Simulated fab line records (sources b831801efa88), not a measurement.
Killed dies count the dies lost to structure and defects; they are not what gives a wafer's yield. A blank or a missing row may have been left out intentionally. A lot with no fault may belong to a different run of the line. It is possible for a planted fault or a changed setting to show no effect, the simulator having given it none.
Struck lot and sound lot, side by side / flow sky130 / 19 out of 708 route steps
Sound: these wafers, L708.4, L708.5, L708.6. Wafers struck: L717.1, L717.3, L717.6. Last of all comes the cause.
Each step with rows lists, per side, the tool, then ch with its chambers, then its first start. Under that, the readings that differ: sound wafers / struck wafers / difference of the means / sigmas: that difference in standard deviations of wafers without a fault.
alike: readings whose means differ by less than 2 such deviations, and words and numbers that are the same on both sides. not compared: withheld readings, readings that some wafer has no value for, bounds like >300 that may hide the same value, and numbers for which the record gives no deviation and whose values overlap.
Wherever a step has rows on one side only, a row that says differs or no value, or a row with sigmas, the two part there. Numbers that don't overlap but have no deviation are shown without sigmas and don't part them. A reading that every wafer of one side lacks parts them only if that side has two wafers or more.

first, 3 steps without rows for these wafers: SKY_SD_P_EXPOSE_04 (exposes mask PSDM, target cd 380 nm); SKY_SD_P_PEB_05; SKY_SD_P_DEVELOP_06 (develop time 60 s).
SKY_SD_P_CD_MEAS_07 targets a cd of 380 nm.
  sound on cd sem-02, day 23 04:46; struck on cd sem-01, day 25 13:49
  alike: cd nm
SKY_SD_P_OVL_MEAS_08:
  sound on overlay-01, day 23 04:51; struck on overlay-01, day 25 13:56
  alike: SD_P_OVL
next, for these wafers, 1 step has no rows: SKY_SD_P_IMPLANT_09.
SKY_SD_P_STRIP_10: strips in O2/N2.
  sound on plasma asher-01 ch 0,1, day 23 05:03; struck on plasma asher-02 ch 0,1, day 25 14:07
  alike: drypump motor current A, oes product au, strip time to endpoint s
  not compared: rf hours counter h
SKY_SD_P_TW_MEAS_11:
  sound on film metro-02, day 23 05:09; struck on film metro-01, day 25 14:41
  alike: SD_P_TW
then, 4 steps without rows for these wafers: SKY_RES_XHIGH_DEHYDRATE_00 (time 60 s); SKY_RES_XHIGH_HMDS_01 (prime time 60 s); SKY_RES_XHIGH_COAT_02 (resist thk 1140 nm); SKY_RES_XHIGH_SOFTBAKE_03 (time 60 s).
SKY_RES_XHIGH_EXPOSE_04: exposes mask URPM, target cd 1270 nm.
  sound on iline stepper-01 ch 0, day 23 19:10; struck on iline stepper-01, day 26 03:28
  no value came back on the struck wafers for exposure dose mJ cm2, focus offset nm (nm), reticle temp C (C); on the sound wafers exposure dose mJ cm2 reads 139.99 139.98 140.29
  alike: mask
then, 3 steps without rows for these wafers: SKY_RES_XHIGH_PEB_05; SKY_RES_XHIGH_DEVELOP_06 (develop time 60 s); SKY_RES_XHIGH_IMPLANT_07.
SKY_RES_XHIGH_STRIP_08: strips in O2/N2.
  sound on plasma asher-03 ch 0,1, day 24 09:53; struck on plasma asher-03 ch 0,1, day 26 18:04
  alike: drypump motor current A, oes product au, strip time to endpoint s
  not compared: rf hours counter h
SKY_RES_XHIGH_TW_MEAS_09:
  sound on film metro-04, day 24 09:59; struck on film metro-04, day 26 18:10
reading=RES_XHIGH_TW; sound=1621 1621 1635; struck=30 30 30; difference=-1596; sigmas=-99 or more
then, 1 step without rows for these wafers: SKY_SD_N_DEHYDRATE_00 (time 60 s).

== WHERE THEY PART ==
Last at SKY_RES_XHIGH_TW_MEAS_09 as far as this record goes, first at SKY_RES_XHIGH_EXPOSE_04.

WHY: what had been put in by the simulator
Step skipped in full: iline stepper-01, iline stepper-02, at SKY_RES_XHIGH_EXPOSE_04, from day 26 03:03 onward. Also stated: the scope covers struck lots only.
